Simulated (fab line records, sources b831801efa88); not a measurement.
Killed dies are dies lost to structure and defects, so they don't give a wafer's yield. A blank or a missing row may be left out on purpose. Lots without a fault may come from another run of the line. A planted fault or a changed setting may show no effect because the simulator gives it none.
Problem report in the 8D (eight disciplines) form, filled by code | flow gf180mcu | the parts of the form that need people (team, actions taken, sign-off) are left out

1. THE PROBLEM
developer_temp_C at GF_VT_IMPLANT_DEVELOP_17 reads a mean of 22.13 C on 6 wafers of 2 lots; wafers without a fault read 22.99 C with a standard deviation of 0.1. That is -8.5 standard deviations from the usual mean.
The step: develop time 60 s.
First seen on wafer L522.2, day 10 00:10, on litho_track-03. The record holds 42 wafers of 14 lots with a number at this step. Rule for "out", or "out of limits": more than 4 standard deviations from the usual mean. The other wafers with a number count as sound.

2. WHAT IT IS AND WHAT IT IS NOT
question                    | is                     | is not
which readings at this step | developer_temp_C       | -
which lots                  | L522, L523             | L508, L509, L512, L513, L514, L516, L517, L518, L519, L520, L521, L530
which wafers of those lots  | all that have a number | -
read on which tools         | litho_track-03         | litho_track-01, litho_track-02
when                        | from day 10 00:10      | up to then (33 sound wafers); but 3 sound wafers of L530 came after

3. SUSPECTS, AND WHAT RULES EACH OUT
Counting: a tool at a process step up to the reading stays a suspect if it ran every lot that is out and no sound lot after the first of them.
- cmp-02 at GF_STI_CMP_25 (polishes, stops on Si3N4, t overpolish 33 s, target thk 524.6 nm): kept. It ran every lot that is out, first L522 (day 5 04:54), and no sound lot after that; its last sound lot up to then is L518 (day 4 08:16).
- litho_track-03 at GF_VT_IMPLANT_DEVELOP_17 (develop time 60 s): kept. It ran every lot that is out, first L522 (day 10 00:10), and no sound lot after that; its last sound lot up to then is L521 (day 9 17:54). Its own readings are out on those wafers: developer_temp_C.
Left after counting: cmp-02 at GF_STI_CMP_25, litho_track-03 at GF_VT_IMPLANT_DEVELOP_17.

4. THE CAUSE (what the simulator had put in)
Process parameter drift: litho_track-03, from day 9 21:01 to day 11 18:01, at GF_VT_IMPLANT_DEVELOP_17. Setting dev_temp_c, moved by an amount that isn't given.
Counting left 2 suspects, and this tool is among them.

5. THE CHAIN OF EFFECTS, in route order
Each row: a reading whose mean over the struck wafers that have a number lies more than 3 standard deviations from the usual. Only readings for which the record gives a usual standard deviation are gone through. hours: the time from each lot's start at the first step in this table that gives one to its start at this step, as a median over the lots. sigmas: the change in usual standard deviations.
hours | step                     | reading          | usual   | on struck wafers | change | sigmas
0     | GF_VT_IMPLANT_DEVELOP_17 | developer_temp_C | 22.99 C | 22.13            | -0.86  | -8.5
The process steps in it:
- GF_VT_IMPLANT_DEVELOP_17: develop time 60 s.

6. WHAT WOULD HAVE CAUGHT IT SOONER
In this record the first reading out of limits was taken at day 10 00:10, 3 hours after the fault began at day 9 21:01.
